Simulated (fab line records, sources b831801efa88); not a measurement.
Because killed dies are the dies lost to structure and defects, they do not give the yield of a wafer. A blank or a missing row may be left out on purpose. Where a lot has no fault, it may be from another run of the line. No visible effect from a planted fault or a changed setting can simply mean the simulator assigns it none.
The tool behind it: which one? :: flow sky130 :: Sampling: 13 lots, 39 wafers, 2 of 708 route steps

## WHAT THE GAUGES READ, wafer by wafer
SKY_VT_ADJUST_NCORE_CD_MEAS_07 targets a cd of 380 nm.
lot: L954
measured: day 8 19:47
on: cd_sem-02
cd_nm (nm): 376.6 380.2 380.9

lot: L955
measured: day 9 05:54
on: cd_sem-01
cd_nm (nm): 382.6 380.4 380.4

lot: L957
measured: day 9 18:43
on: cd_sem-02
cd_nm (nm): 380.3 379.5 377.7

lot: L959
measured: day 10 08:38
on: cd_sem-02
cd_nm (nm): 376.2 378.6 377.3

lot: L960
measured: day 10 14:11
on: cd_sem-02
cd_nm (nm): 378.1 378.5 379.8

lot: L961
measured: day 10 19:28
on: cd_sem-02
cd_nm (nm): 381.9 381.8 380.9

lot: L962
measured: day 11 01:41
on: cd_sem-01
cd_nm (nm): 380.6 380.0 381.3

lot: L963
measured: day 11 13:15
on: cd_sem-02
cd_nm (nm): 379.4 380.9 381.5

lot: L964
measured: day 11 18:10
on: cd_sem-01
cd_nm (nm): 383.2 381.0 379.7

lot: L973
measured: day 14 14:11
on: cd_sem-02
cd_nm (nm): 384.4 383.1 384.3

lot: L974
measured: day 14 19:28
on: cd_sem-01
cd_nm (nm): 379.2 380.4 377.8

lot: L975
measured: day 15 03:15
on: cd_sem-02
cd_nm (nm): 380.6 380.3 380.8

lot: L976
measured: day 15 11:05
on: cd_sem-02
cd_nm (nm): 379.2 380.6 381.0

## TOOL THAT RAN EACH LOT (tool first, then ch and the chambers of the sampled wafers, then the start)
lot: L954
SKY_VT_ADJUST_NCORE_SOFTBAKE_03: litho_track-01 ch 0, day 8 08:34

lot: L955
SKY_VT_ADJUST_NCORE_SOFTBAKE_03: litho_track-01 ch 0, day 8 19:48

lot: L957
SKY_VT_ADJUST_NCORE_SOFTBAKE_03: litho_track-03 ch 0, day 9 07:24

lot: L959
SKY_VT_ADJUST_NCORE_SOFTBAKE_03: litho_track-04 ch 0, day 9 21:29

lot: L960
SKY_VT_ADJUST_NCORE_SOFTBAKE_03: litho_track-04 ch 0, day 10 03:04

lot: L961
SKY_VT_ADJUST_NCORE_SOFTBAKE_03: litho_track-01 ch 0, day 10 07:51

lot: L962
SKY_VT_ADJUST_NCORE_SOFTBAKE_03: litho_track-01 ch 0, day 10 13:42

lot: L963
SKY_VT_ADJUST_NCORE_SOFTBAKE_03: litho_track-01 ch 0, day 11 01:58

lot: L964
SKY_VT_ADJUST_NCORE_SOFTBAKE_03: litho_track-01 ch 0, day 11 06:27

lot: L973
SKY_VT_ADJUST_NCORE_SOFTBAKE_03: litho_track-01 ch 0, day 14 02:18

lot: L974
SKY_VT_ADJUST_NCORE_SOFTBAKE_03: litho_track-01 ch 0, day 14 06:54

lot: L975
SKY_VT_ADJUST_NCORE_SOFTBAKE_03: litho_track-04 ch 0, day 14 13:59

lot: L976
SKY_VT_ADJUST_NCORE_SOFTBAKE_03: litho_track-01 ch 0, day 14 21:06
- SKY_VT_ADJUST_NCORE_SOFTBAKE_03: time 60 s.

## AS READ BY THE TOOLS THEMSELVES (means over the sampled wafers that have a number; for cases with no such wafer, the mark the record gives instead)
SKY_VT_ADJUST_NCORE_SOFTBAKE_03.
lot: L954
tool: litho_track-01
heater_power_total_W (W): 56.57
run_length_s (s): 89.14

lot: L955
tool: litho_track-01
heater_power_total_W (W): 56.62
run_length_s (s): 89.10

lot: L957
tool: litho_track-03
heater_power_total_W (W): 56.63
run_length_s (s): 89.11

lot: L959
tool: litho_track-04
heater_power_total_W (W): 56.63
run_length_s (s): 88.93

lot: L960
tool: litho_track-04
heater_power_total_W (W): 56.59
run_length_s (s): 88.94

lot: L961
tool: litho_track-01
heater_power_total_W (W): 56.60
run_length_s (s): 89.20

lot: L962
tool: litho_track-01
heater_power_total_W (W): 56.64
run_length_s (s): 89.06

lot: L963
tool: litho_track-01
heater_power_total_W (W): 58.15
run_length_s (s): 84.56

lot: L964
tool: litho_track-01
heater_power_total_W (W): 58.07
run_length_s (s): 84.52

lot: L973
tool: litho_track-01
heater_power_total_W (W): 56.58
run_length_s (s): 89.16

lot: L974
tool: litho_track-01
heater_power_total_W (W): 56.53
run_length_s (s): 89.13

lot: L975
tool: litho_track-04
heater_power_total_W (W): 56.61
run_length_s (s): 88.83

lot: L976
tool: litho_track-01
heater_power_total_W (W): 56.55
run_length_s (s): 89.12

## THE ANSWER, worked out from the rows above alone
Rule: what is usual is taken from the lots themselves. The widest of any qualifying gaps counts: lots, ordered by their means at a reading, are off when they make up no more than a third of the lots, leave a main group of 4 or more, and stand apart from it by 3 or more times the standard deviation of that group's means. Not used: any main group whose means are identical at the precision the tables above print for the reading. Also off: a lot with no number at a reading for which 4 or more lots have one. Where the step has rows for the other lots, those lots are counted as sound. Order of review: gauges by route order, followed by the tools' own readings, for which a lot's mean as printed above is used. The first step at which some lot is off is used, and at that step the reading that is off furthest; a lot without a number counts as furthest.
Off: L963, L964 (SKY_VT_ADJUST_NCORE_SOFTBAKE_03, heater_power_total_W). Mean 56.60 W and standard deviation 0.034 in the main group.
A tool fits if, at that step or a process step before it, it ran every lot that is off, and no sound lot after the first of them. No candidate that was tried fits.

## WHAT THE SIMULATOR PUT IN
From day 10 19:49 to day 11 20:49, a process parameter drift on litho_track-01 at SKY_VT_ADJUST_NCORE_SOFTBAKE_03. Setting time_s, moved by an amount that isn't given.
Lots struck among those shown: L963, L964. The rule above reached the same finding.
